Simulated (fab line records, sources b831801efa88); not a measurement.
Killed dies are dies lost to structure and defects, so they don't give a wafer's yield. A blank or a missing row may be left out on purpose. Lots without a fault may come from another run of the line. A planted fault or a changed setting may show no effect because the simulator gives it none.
Which tool did it? | flow gf180mcu | 11 lots, 33 wafers sampled, at 3 steps of a route of 602

WHAT THE GAUGES READ, wafer by wafer
GF_HV_LDD_THK_MEAS_57.
lot  | measured     | on            | HV_LDD_CVD_56_THK (nm)
L121 | day 12 09:49 | film_metro-04 | 89.3 90.0 89.9
L123 | day 12 22:43 | film_metro-03 | 89.0 90.1 90.0
L124 | day 13 11:59 | film_metro-03 | 88.7 88.9 88.6
L127 | day 14 12:01 | film_metro-03 | 91.2 90.0 90.4
L130 | day 15 10:56 | film_metro-04 | 89.7 89.8 90.0
L132 | day 16 06:58 | film_metro-03 | 88.2 88.3 88.9
L134 | day 17 02:28 | film_metro-03 | 89.8 90.5 89.5
L138 | day 18 09:11 | film_metro-01 | 72.2 72.3 71.6 72.2 72.4 71.6
L139 | day 18 16:34 | film_metro-03 | 72.0 71.7 72.2 72.0 71.7 72.2
L140 | day 18 21:14 | film_metro-04 | 89.5 89.8 89.9
L141 | day 19 02:56 | film_metro-03 | 73.2 72.6 72.9 73.2 72.6 72.9

WHICH TOOL RAN EACH LOT (tool, then ch and the chambers of the sampled wafers, then the start)
lot  | GF_HV_LDD_STRIP_22                   | GF_HV_LDD_CVD_56
L121 | plasma_asher-04 ch 0,1, day 10 16:51 | lpcvd-01 ch 1, day 12 08:23
L123 | plasma_asher-01 ch 0,1, day 11 05:42 | lpcvd-02 ch 1, day 12 21:17
L124 | plasma_asher-04 ch 0,1, day 11 15:57 | lpcvd-01 ch 1, day 13 10:34
L127 | plasma_asher-04 ch 0,1, day 12 16:01 | lpcvd-02 ch 0, day 14 10:35
L130 | plasma_asher-02 ch 0,1, day 13 13:32 | lpcvd-01 ch 1, day 15 09:29
L132 | plasma_asher-04 ch 0,1, day 14 08:40 | lpcvd-01 ch 0, day 16 05:32
L134 | plasma_asher-04 ch 0,1, day 15 02:58 | lpcvd-02 ch 1, day 17 01:02
L138 | plasma_asher-01 ch 0,1, day 16 07:00 | lpcvd-02 ch 0, day 18 07:02
L139 | plasma_asher-01 ch 0,1, day 16 14:17 | lpcvd-02 ch 1, day 18 15:06
L140 | plasma_asher-04 ch 0,1, day 16 19:31 | lpcvd-01 ch 1, day 18 19:48
L141 | plasma_asher-02 ch 0,1, day 17 01:08 | lpcvd-02 ch 1, day 19 01:29
- GF_HV_LDD_STRIP_22: strips in O2/N2.
- GF_HV_LDD_CVD_56: deposits Si3N4 from DCS/NH3, target thk 90 nm, time 1543 s.

THE ANSWER, worked out from the rows above alone
Rule: what is usual is taken from the lots themselves. Put in order of their means at a reading, lots are off if they are a third of the lots or fewer, leave a main group of 4 or more, and stand apart from it by a gap of 3 or more times the standard deviation of the main group's means; of several such gaps the widest counts. A main group whose means are all the same, to the digits that the tables above print for the reading, isn't used. A lot without any number at a reading at which 4 lots or more have one is off too. The other lots that the step has rows for count as sound.
Off: L138, L139, L141, at GF_HV_LDD_THK_MEAS_57 (HV_LDD_CVD_56_THK). The main group: mean 89.6 nm, standard deviation 0.62.
A tool fits if, at a process step before that reading, it ran every lot that is off, and no sound lot after the first of them. The gauges at GF_HV_LDD_THK_MEAS_57 are tried like those tools. One fits: lpcvd-02 at GF_HV_LDD_CVD_56. Its last sound lot is L134 (day 17 01:02), its first lot that is off L138 (day 18 07:02): a fault that began between those two fits.

WHAT THE SIMULATOR HAD PUT IN
Process parameter drift: lpcvd-02, from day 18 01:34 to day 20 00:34, at GF_HV_LDD_CVD_56. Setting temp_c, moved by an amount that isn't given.
Lots struck among those shown: L138, L139, L141. The rule above found the same.
